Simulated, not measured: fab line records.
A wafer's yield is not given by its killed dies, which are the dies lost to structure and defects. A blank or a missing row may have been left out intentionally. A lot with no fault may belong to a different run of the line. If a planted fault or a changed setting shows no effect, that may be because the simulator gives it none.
One fault seen from 2 desks    flow sky130    every desk sees just its own numbers, and what lay behind them comes last

AT THE TOOL OWNER'S DESK: iline-stepper-01
The tool's own readings at SKY_VT_ADJUST_HVTR_EXPOSE_04 (exposes mask HVTRM, target cd 380 nm): means of the sampled wafers that have a number, for each lot that ran on this tool. Any lot whose mean is over 4 standard deviations away from the usual mean is out of limits and marked OUT; that distance is given in the brackets.
Columns: A = reticle-temp-C at SKY_VT_ADJUST_HVTR_EXPOSE_04, usual 22.99 C
lot   first seen here  A
L127  day 9 05:24      22.89
L129  day 9 11:16      23.13
L132  day 10 12:00     23.09
L133  day 10 19:07     23.02
L135  day 11 09:23     23.12
L137  day 12 05:17     22.89
L138  day 12 05:53     22.88
L140  day 12 22:40     22.96
L147  day 15 01:43     22.90
L148  day 15 09:20     23.01
L149  day 15 15:46     23.01
This desk found nothing out of limits on any of the 11 lots.

THE METROLOGY DESK
Lot by lot, what the gauges showed, no matter which tool ran the lot: averages of those sampled wafers that carry a number. Any lot whose mean is over 4 standard deviations away from the usual mean is out of limits and marked OUT; that distance is given in the brackets.
Columns: A = PWDE_TW at SKY_PWDE_TW_MEAS_10, usual 372; B = VT_ADJUST_HVTR_OVL at SKY_VT_ADJUST_HVTR_OVL_MEAS_08, usual -0.2 nm
lot   first seen here  A    B
L127  day 3 23:39      368  -0.5
L129  day 4 05:14      375  0.9
L131  day 4 15:14      373  0.6
L132  day 5 00:16      370  -1.4
L133  day 5 05:53      372  1.0
L135  day 5 16:05      367  -2.7
L137  day 6 08:13      373  -0.0
L138  day 6 09:31      365  -1.1
L140  day 6 21:14      374  -0.5
L147  day 8 13:10      368  -191.2 (-99 or more) OUT
L148  day 8 17:29      374  -192.5 (-99 or more) OUT
L149  day 9 00:48      377  -194.0 (-99 or more) OUT
Finding of this desk: L147, L148, L149 out of limits, first seen on L147 at day 15 14:46 (VT_ADJUST_HVTR_OVL at SKY_VT_ADJUST_HVTR_OVL_MEAS_08). In limits: L127, L129, L131, L132, L133, L135, L137, L138, L140.

PUT TOGETHER
The metrology desk could have raised an alarm at day 15 14:46, on L147, L148, L149.
Nothing out of limits was seen by the tool owner's desk.
On record at the tool owner's desk: L147, L148, L149, within its limits.
The lots listed all ran SKY_VT_ADJUST_HVTR_EXPOSE_04 on iline-stepper-01.

WHAT WAS PUT IN BY THE SIMULATOR
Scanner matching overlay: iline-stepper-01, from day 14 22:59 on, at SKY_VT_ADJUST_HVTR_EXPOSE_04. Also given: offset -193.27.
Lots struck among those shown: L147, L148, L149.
Per desk, hours elapsed from the start of the fault to the first reading out of limits: for the metrology desk, 16.
